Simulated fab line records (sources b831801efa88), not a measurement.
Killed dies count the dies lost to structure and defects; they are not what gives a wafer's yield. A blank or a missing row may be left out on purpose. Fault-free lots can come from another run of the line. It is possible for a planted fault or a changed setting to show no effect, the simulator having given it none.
The tool behind it: which one?    flow gf180mcu    Sampling: 12 lots, 36 wafers, 3 of 602 route steps

== WHAT THE GAUGES SHOWED, per wafer ==
GF_V3_BOW_MEAS_05.
lot   measured      on            V3_BOW (um)
L075  day 22 02:26  filmMetro-03  133 132 119
L077  day 23 03:38  filmMetro-03  132 130 134
L079  day 24 04:22  filmMetro-03  114 108 112
L081  day 24 20:38  filmMetro-04  110 103 98
L083  day 25 02:28  filmMetro-03  112 102 107
L085  day 26 03:14  filmMetro-02  116 130 129
L087  day 26 10:59  filmMetro-04  107 116 117
L089  day 27 05:13  filmMetro-02  129 133 135
L091  day 27 23:13  filmMetro-04  123 112 123
L093  day 28 06:41  filmMetro-04  123 129 125
L095  day 28 23:26  filmMetro-03  127 117 118
L097  day 29 19:23  filmMetro-02  104 107 107

== WHAT TOOL EACH LOT RAN ON (gives the tool, then ch and the chambers of the sampled wafers, and finally the start) ==
lot   GF_V2_CMP_04                   GF_V3_CMP_04
L075  cmp-01 ch 1,3, day 19 22:55    cmp-02 ch 0,2,3, day 22 02:07
L077  cmp-02 ch 0,1,2, day 21 01:09  cmp-02 ch 0,3, day 23 03:20
L079  cmp-02 ch 0,2,3, day 21 23:48  cmp-01 ch 0,1,2, day 24 04:04
L081  cmp-02 ch 0,1,3, day 22 20:22  cmp-02 ch 1,2,3, day 24 20:19
L083  cmp-01 ch 1,2, day 23 03:07    cmp-02 ch 0,1,2, day 25 02:10
L085  cmp-01 ch 0,1,3, day 24 03:46  cmp-01 ch 0,2,3, day 26 02:59
L087  cmp-01 ch 0,1,2, day 24 12:47  cmp-02 ch 0,2,3, day 26 10:43
L089  cmp-02 ch 0,1,3, day 25 07:19  cmp-01 ch 1,2,3, day 27 04:55
L091  cmp-01 ch 0,1, day 26 01:46    cmp-01 ch 1,2, day 27 22:54
L093  cmp-01 ch 0,2, day 26 09:42    cmp-01 ch 2,3, day 28 06:26
L095  cmp-01 ch 0,1,2, day 27 03:34  cmp-01 ch 0,3, day 28 23:07
L097  cmp-02 ch 1,3, day 27 23:40    cmp-02 ch 0,2,3, day 29 19:07
- GF_V2_CMP_04: polishes SiO2.
- GF_V3_CMP_04: polishes SiO2.

== THE ANSWER, worked out from the rows above alone ==
Rule: usual is defined by the lots themselves. The widest of any qualifying gaps counts: lots, ordered by their means at a reading, are off when they make up no more than a third of the lots, leave a main group of 4 or more, and stand apart from it by 3 or more times the standard deviation of that group's means. If all means in a main group match to the digits the tables above print for the reading, that group is not used. A lot without any number at a reading at which 4 lots or more have one is off too. The other lots that the step has rows for count as sound.
No lot is off on any of the readings shown, so nothing can be concluded from this.

== WHAT THE SIMULATOR PUT IN ==
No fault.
